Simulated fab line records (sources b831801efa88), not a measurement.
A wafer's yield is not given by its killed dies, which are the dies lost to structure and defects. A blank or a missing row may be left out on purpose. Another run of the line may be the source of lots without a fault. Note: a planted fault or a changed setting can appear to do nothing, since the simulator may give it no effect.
A lot that was struck, set against a sound lot + flow gf180mcu + 15 steps out of a route of 602
Sound: wafers L712.1, L712.4, L712.5. Wafers struck: L722.2, L722.4, L722.5. At the end, the cause is stated.
Each step with rows lists, per side, the tool, then ch with its chambers, then its first start. Under that, the readings that differ: sound wafers + struck wafers + difference of the means + sigmas: that difference in standard deviations of wafers without a fault.
alike: readings whose means differ by less than 2 such deviations, and words and numbers that are the same on both sides. not compared: withheld readings, readings that some wafer has no value for, bounds like >300 that may hide the same value, and numbers for which the record gives no deviation and whose values overlap.
The two part at a step that has a row with sigmas, a row that says differs or no value, or rows on one side only. Non-overlapping numbers with no deviation appear without sigmas and do not part them. A reading that every wafer of one side lacks parts them only if that side has two wafers or more.

first, 8 steps without rows for these wafers: GF_POLY_GATE_DEHYDRATE_02 (time 60 s); GF_POLY_GATE_HMDS_03 (prime time 60 s); GF_POLY_GATE_COAT_04; GF_POLY_GATE_COAT_05 (resist thk 700 nm); GF_POLY_GATE_SOFTBAKE_06 (time 60 s); GF_POLY_GATE_EXPOSE_07 (exposes mask Poly2, target cd 280 nm); GF_POLY_GATE_PEB_08 (peb time 90 s); GF_POLY_GATE_DEVELOP_09 (develop time 60 s).
GF_POLY_GATE_CD_MEAS_10: the cd target is 280 nm.
  sound: cd_sem-01 at day 10 04:54; struck: cd_sem-01 at day 12 18:05
| reading    | sound             | struck            | difference | sigmas |
|------------|-------------------|-------------------|------------|--------|
| cd_nm (nm) | 283.5 281.2 281.7 | 278.4 277.4 278.7 | -4.0       | -3     |
GF_POLY_GATE_OVL_MEAS_11:
  sound: overlay-01 at day 10 05:01; struck: overlay-01 at day 12 18:11
  alike: POLY_GATE_OVL
GF_POLY_GATE_ETCH_12: etches BARC in N2/H2.
  sound on rie_diel-02 ch 0,1,2, day 10 05:04; struck on rie_diel-04 ch 1,2,3, day 12 18:13
  alike: drypump_motor_current_A, oes_product_au, throttle_valve_pct
GF_POLY_GATE_ETCH_13: etches poly-Si in HBr/Cl2, stops on SiO2, target depth 198.5 nm, time 69.6 s.
  sound on rie_si-01 ch 0,3, day 10 05:07; struck on rie_si-01 ch 0,3, day 12 18:16
  alike: drypump_motor_current_A, oes_product_au, throttle_valve_pct
  not compared: rf_hours_counter_h
GF_POLY_GATE_STRIP_14: strips in O2/N2.
  sound on plasma_asher-03 ch 0,1, day 10 05:10; struck on plasma_asher-02 ch 0,1, day 12 18:20
  no value came back on the struck wafers for chamber_pressure_mTorr (mTorr), drypump_motor_current_A (A), heater_power_w (W), oes_product_au (a.u.); on the sound wafers chamber_pressure_mTorr (mTorr) reads 1501.0 1498.1 1499.9
  not compared: rf_hours_counter_h
then, 1 step without rows for these wafers: GF_POLY_GATE_CLEAN_15 (cleans in SC1/SC2, time 150 s).
-- here the record skips 20 days between the struck wafers' starts before and after, leaving off in module POLY_GATE and picking up in module PASSIVATION (first step shown: number 602 of the route) --
GF_PASSIVATION_PROBE_99:
  rows exist in the record for the struck wafers here (prober-01, day 32 12:58), but not for the sound ones

## WHERE THEY PART
Last at GF_PASSIVATION_PROBE_99 as far as this record goes, first at GF_POLY_GATE_CD_MEAS_10.

WHY: whatever the simulator had introduced
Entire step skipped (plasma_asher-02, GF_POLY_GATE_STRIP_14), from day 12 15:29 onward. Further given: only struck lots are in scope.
